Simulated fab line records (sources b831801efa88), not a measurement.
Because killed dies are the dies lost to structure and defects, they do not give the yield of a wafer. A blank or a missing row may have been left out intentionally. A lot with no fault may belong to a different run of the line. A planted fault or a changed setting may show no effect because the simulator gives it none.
Which of the tools did it? + flow sky130 + 18 wafers from 6 lots sampled at 2 of the route's 708 steps

== WHAT EACH GAUGE READ, for each wafer ==
SKY_NWELL_RS_MEAS_29: uses a four-point probe to measure.
| lot  | measured     | on            | NWELL_RS (ohm/sq) |
|------|--------------|---------------|-------------------|
| L246 | day 5 13:08  | film-metro-03 | 626.7 624.4 623.6 |
| L249 | day 6 12:11  | film-metro-03 | 625.7 624.7 624.0 |
| L254 | day 7 15:22  | film-metro-03 | 626.9 626.2 627.0 |
| L256 | day 8 02:35  | film-metro-02 | 623.1 622.3 624.7 |
| L261 | day 9 09:34  | film-metro-04 | 608.1 608.7 608.5 |
| L268 | day 11 01:39 | film-metro-04 | 624.5 625.3 623.2 |

== WHAT TOOL EACH LOT RAN ON (gives the tool, then ch and the chambers of the sampled wafers, and finally the start) ==
| lot  | SKY_NWELL_IMPLANT_13            |
|------|---------------------------------|
| L246 | implanter-03 ch 0, day 4 19:23  |
| L249 | implanter-02 ch 0, day 5 17:16  |
| L254 | implanter-04 ch 0, day 6 18:46  |
| L256 | implanter-02 ch 0, day 7 05:29  |
| L261 | implanter-04 ch 0, day 8 12:11  |
| L268 | implanter-03 ch 0, day 10 02:06 |
- SKY_NWELL_IMPLANT_13

== THE ANSWER, worked out from the rows above alone ==
Rule: what is usual is taken from the lots themselves. Put in order of their means at a reading, lots are off if they are a third of the lots or fewer, leave a main group of 4 or more, and stand apart from it by a gap of 3 or more times the standard deviation of the main group's means; of several such gaps the widest counts. Not used: any main group whose means are identical at the precision the tables above print for the reading. A lot without any number at a reading at which 4 lots or more have one is off too. Any other lot the step has rows for is counted as sound.
Off: at SKY_NWELL_RS_MEAS_29 (NWELL_RS), L261. For the main group the mean is 624.8 ohm/sq and the standard deviation 1.1.
If a tool, at a process step before that reading, ran all the lots that are off and no sound lot after the first of them, it fits. The gauges at SKY_NWELL_RS_MEAS_29 are tried like those tools. One fits: SKY_NWELL_IMPLANT_13 on implanter-04. Its last sound lot is L254 (day 6 18:46), its first lot that is off L261 (day 8 12:11): a fault that began between those two fits.

== WHAT WAS PUT IN BY THE SIMULATOR ==
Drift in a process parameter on implanter-04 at SKY_NWELL_IMPLANT_13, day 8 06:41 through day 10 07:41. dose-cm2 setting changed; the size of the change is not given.
Shown lots that were struck: L261. The rule given above showed the same thing.
